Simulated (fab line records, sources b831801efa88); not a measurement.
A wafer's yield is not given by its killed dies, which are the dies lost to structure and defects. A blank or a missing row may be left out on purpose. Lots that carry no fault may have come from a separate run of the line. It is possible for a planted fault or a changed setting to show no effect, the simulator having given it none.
What tool caused it?    flow sky130    13 lots with 39 wafers sampled at 5 steps, on a route of 708 steps

WHAT THE GAUGES READ, wafer by wafer
SKY_FIELD_ISO_THK_MEAS_23.
lot   measured     on             FIELD_ISO_OXIDATION_01_THK (nm)
L917  day 2 10:22  film-metro-01  10.07 10.12 9.93
L918  day 2 16:25  film-metro-04  9.97 10.01 10.18
L919  day 2 19:10  film-metro-01  9.85 9.93 9.93
L923  day 3 14:49  film-metro-04  9.53 9.89 9.75
L924  day 3 19:57  film-metro-01  9.87 9.81 9.73
L925  day 4 02:29  film-metro-01  9.84 9.82 9.78
L926  day 4 05:27  film-metro-04  9.65 9.57 9.76
L927  day 4 11:33  film-metro-04  9.92 10.05 10.05
L935  day 6 05:50  film-metro-04  10.07 9.76 9.71
L936  day 6 09:02  film-metro-03  9.72 9.66 9.74
L937  day 6 15:46  film-metro-01  9.77 9.87 9.98
L938  day 6 21:10  film-metro-04  9.86 9.74 9.72
L939  day 7 00:55  film-metro-03  9.87 9.78 10.10

SKY_NWELL_TW_MEAS_26.
lot   measured      on             NWELL_2_TW
L917  day 5 12:42   film-metro-03  496 496 499
L918  day 5 20:01   film-metro-01  484 487 486
L919  day 6 00:15   film-metro-03  501 501 500
L923  day 6 23:53   film-metro-01  487 485 488
L924  day 7 04:52   film-metro-02  495 497 496
L925  day 7 14:35   film-metro-01  601 608 601
L926  day 7 20:32   film-metro-03  495 493 498
L927  day 8 01:19   film-metro-03  618 622 618
L935  day 10 03:45  film-metro-03  500 500 501
L936  day 10 05:53  film-metro-02  496 495 495
L937  day 10 14:19  film-metro-02  494 491 494
L938  day 10 18:55  film-metro-03  501 502 504
L939  day 11 00:55  film-metro-03  501 502 501

SKY_NWELL_RS_MEAS_29: measures by four-point-probe.
lot   measured      on             NWELL_RS (ohm/sq)
L917  day 5 12:55   film-metro-02  625.5 627.4 626.7
L918  day 5 20:14   film-metro-02  623.6 621.0 621.5
L919  day 6 00:34   film-metro-02  626.5 625.8 626.7
L923  day 7 00:06   film-metro-03  626.0 625.2 624.4
L924  day 7 05:04   film-metro-02  626.9 626.1 626.8
L925  day 7 14:48   film-metro-02  626.0 625.2 625.3
L926  day 7 20:53   film-metro-02  626.3 626.9 626.7
L927  day 8 01:31   film-metro-02  625.3 625.9 624.8
L935  day 10 03:58  film-metro-01  623.6 624.0 623.1
L936  day 10 06:09  film-metro-03  626.5 625.2 624.1
L937  day 10 14:32  film-metro-03  628.1 628.4 626.1
L938  day 10 19:08  film-metro-01  624.2 623.4 624.4
L939  day 11 01:08  film-metro-03  627.1 626.1 626.1

EACH LOT AND THE TOOL THAT RAN IT (in order: tool; ch and the chambers of the sampled wafers; start)
lot   SKY_NWELL_IMPLANT_24             SKY_NWELL_STRIP_25
L917  implanter-03 ch 0, day 5 12:27   plasma-asher-02 ch 0,1, day 5 12:36
L918  implanter-02 ch 0, day 5 19:46   plasma-asher-01 ch 0,1, day 5 19:55
L919  implanter-03 ch 0, day 6 00:00   plasma-asher-02 ch 0,1, day 6 00:09
L923  implanter-02 ch 0, day 6 23:38   plasma-asher-01 ch 0,1, day 6 23:46
L924  implanter-03 ch 0, day 7 04:37   plasma-asher-02 ch 0,1, day 7 04:46
L925  implanter-03 ch 0, day 7 14:02   plasma-asher-04 ch 0,1, day 7 14:28
L926  implanter-03 ch 0, day 7 20:17   plasma-asher-01 ch 0,1, day 7 20:25
L927  implanter-01 ch 0, day 8 00:43   plasma-asher-04 ch 0,1, day 8 01:11
L935  implanter-02 ch 0, day 10 03:30  plasma-asher-02 ch 0,1, day 10 03:39
L936  implanter-01 ch 0, day 10 05:38  plasma-asher-01 ch 0,1, day 10 05:46
L937  implanter-02 ch 0, day 10 14:05  plasma-asher-02 ch 0,1, day 10 14:13
L938  implanter-01 ch 0, day 10 18:40  plasma-asher-04 ch 0,1, day 10 18:49
L939  implanter-01 ch 0, day 11 00:40  plasma-asher-01 ch 0,1, day 11 00:49
- SKY_NWELL_IMPLANT_24
- SKY_NWELL_STRIP_25: strips in O2/N2.

WHAT THE TOOLS THEMSELVES READ (means of the sampled wafers that have a number; where no wafer has one, the mark that the record gives instead)
SKY_NWELL_IMPLANT_24.
lot   tool          dose-ions-cm2  faraday-current-uA
L917  implanter-03  9.206e+12      50.3
L918  implanter-02  9.215e+12      51.4
L919  implanter-03  9.208e+12      52.3
L923  implanter-02  9.201e+12      51.3
L924  implanter-03  9.210e+12      51.1
L925  implanter-03  9.197e+12      51.4
L926  implanter-03  9.206e+12      51.7
L927  implanter-01  9.201e+12      51.7
L935  implanter-02  9.202e+12      51.1
L936  implanter-01  9.200e+12      52.0
L937  implanter-02  9.199e+12      50.2
L938  implanter-01  9.193e+12      51.9
L939  implanter-01  9.187e+12      51.9

SKY_NWELL_STRIP_25.
lot   tool             drypump-motor-current-A (A)  n2-flow-sccm (sccm)  oes-product-au (a.u.)  strip-time-to-endpoint-s (s)
L917  plasma-asher-02  5.2                          299.4                0.725                  37.02
L918  plasma-asher-01  5.7                          300.8                0.724                  37.03
L919  plasma-asher-02  5.2                          299.3                0.725                  36.93
L923  plasma-asher-01  5.6                          299.7                0.722                  36.82
L924  plasma-asher-02  5.2                          299.5                0.725                  36.83
L925  plasma-asher-04  6.2                          300.5                0.720                  36.87
L926  plasma-asher-01  6.0                          299.2                0.723                  37.02
L927  plasma-asher-04  6.2                          301.1                0.729                  36.86
L935  plasma-asher-02  5.2                          301.0                0.723                  36.93
L936  plasma-asher-01  5.6                          300.1                0.720                  37.07
L937  plasma-asher-02  5.2                          299.7                0.723                  37.01
L938  plasma-asher-04  6.1                          300.1                0.724                  36.87
L939  plasma-asher-01  6.0                          300.0                0.720                  36.98

THE ANSWER, worked out from the rows above alone
Rule: what is usual is taken from the lots themselves. The widest of any qualifying gaps counts: lots, ordered by their means at a reading, are off when they make up no more than a third of the lots, leave a main group of 4 or more, and stand apart from it by 3 or more times the standard deviation of that group's means. A main group whose means are all the same, to the digits that the tables above print for the reading, isn't used. A lot without any number at a reading at which 4 lots or more have one is off too. Any other lot the step has rows for is counted as sound. The gauges are gone through in route order, then the tools' own readings, and for those a lot's mean is taken as printed above. The first step at which some lot is off is used, and at that step the reading that is off furthest; a lot without a number counts as furthest.
Off: at SKY_NWELL_TW_MEAS_26 (NWELL_2_TW), L925, L927. The main group has a mean of 496 with a standard deviation of 5.3.
If a tool, at a process step before that reading, ran all the lots that are off and no sound lot after the first of them, it fits. The gauges at SKY_NWELL_TW_MEAS_26 are tried like those tools. No candidate that was tried fits.

WHAT THE SIMULATOR PUT IN
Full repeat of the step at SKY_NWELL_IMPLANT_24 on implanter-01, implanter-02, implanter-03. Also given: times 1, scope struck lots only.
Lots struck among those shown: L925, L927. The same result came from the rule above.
